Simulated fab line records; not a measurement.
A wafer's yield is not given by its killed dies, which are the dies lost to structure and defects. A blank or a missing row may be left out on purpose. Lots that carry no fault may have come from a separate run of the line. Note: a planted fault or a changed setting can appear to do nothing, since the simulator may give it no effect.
Struck lot and sound lot, side by side | flow gf180mcu | 15 out of 602 route steps
Sound: the wafers L790.1, L790.2, L790.6. Wafers L800.3, L800.4, L800.6 were the ones struck. The cause comes at the end.
Order at every step that has rows: each side's tool, ch and its chambers, its first start. Under that, the readings that differ: sound wafers | struck wafers | difference of the means | sigmas: that difference in standard deviations of wafers without a fault.
alike: readings with means less than 2 such deviations apart, plus words and numbers identical on both sides. not compared: withheld readings, readings lacking a value on some wafer, bounds such as >300 that could conceal the same value, and numbers that have no deviation in the record and whose values overlap.
The two part at a step that has a row with sigmas, a row that says differs or no value, or rows on one side only. Non-overlapping numbers with no deviation appear without sigmas and do not part them. A reading missing from all wafers of one side parts the sides only when that side holds two or more wafers.

GF_MVSD_STRIP_10: strips in O2/N2.
  sound on plasma asher-03 ch 0,1, day 5 14:48; struck on plasma asher-04 ch 0,1, day 8 01:54
  alike: chamber pressure mTorr, drypump motor current A, heater power w, oes product au, strip time to endpoint s
  not compared: rf hours counter h
GF_MVSD_TW_MEAS_11:
  struck on film metro-04, day 8 01:59; sound on film metro-02, day 5 14:54
  reading | sound          | struck         | difference | sigmas
  MVSD_TW | 1560 1561 1562 | 1574 1585 1585 | +20        | +2
then, 7 steps without rows for these wafers: GF_MVPSD_DEHYDRATE_00 (time 60 s); GF_MVPSD_HMDS_01 (prime time 60 s); GF_MVPSD_COAT_02 (resist thk 3000 nm); GF_MVPSD_SOFTBAKE_03; GF_MVPSD_EXPOSE_04 (exposes mask MVPSD, target cd 1000 nm); GF_MVPSD_PEB_05; GF_MVPSD_DEVELOP_06 (develop time 60 s).
GF_MVPSD_OVL_MEAS_07:
  struck on overlay-01, day 8 18:31; sound on overlay-01, day 6 05:55
  alike: MVPSD_OVL
then, 2 steps without rows for these wafers: GF_MVPSD_IMPLANT_08; GF_MVPSD_IMPLANT_09.
GF_MVPSD_STRIP_10: strips in O2/N2.
  sound on plasma asher-02 ch 0,1, day 6 06:16; struck on plasma asher-01 ch 0,1, day 8 18:52
  reading                        | sound                | struck               | difference | sigmas
  chamber pressure mTorr (mTorr) | 1501.6 1496.1 1500.1 | 1201.5 1200.1 1199.2 | -299.0     | -99 or more
  drypump motor current A (A)    | 6.8 6.5 6.8          | 5.7 5.8 5.7          | -1.0       | -2
  oes product au (a.u.)          | 0.725 0.722 0.724    | 0.682 0.690 0.681    | -0.039     | -9
  strip time to endpoint s (s)   | 36.95 37.01 36.88    | 39.78 39.88 39.93    | +2.92      | +27
  alike: heater power w
  not compared: rf hours counter h
GF_MVPSD_TW_MEAS_11:
  struck on film metro-02, day 8 18:57; sound on film metro-02, day 6 06:22
  alike: MVPSD_TW
then, 1 step without rows for these wafers: GF_PASSIVATION_PROBE_99.

## WHERE THEY PART
At GF_MVSD_TW_MEAS_11 first; at GF_MVPSD_STRIP_10 last (within this record only). Later steps at which nothing parts them and some readings are alike: GF_MVPSD_TW_MEAS_11.

WHY: what the simulator had put in
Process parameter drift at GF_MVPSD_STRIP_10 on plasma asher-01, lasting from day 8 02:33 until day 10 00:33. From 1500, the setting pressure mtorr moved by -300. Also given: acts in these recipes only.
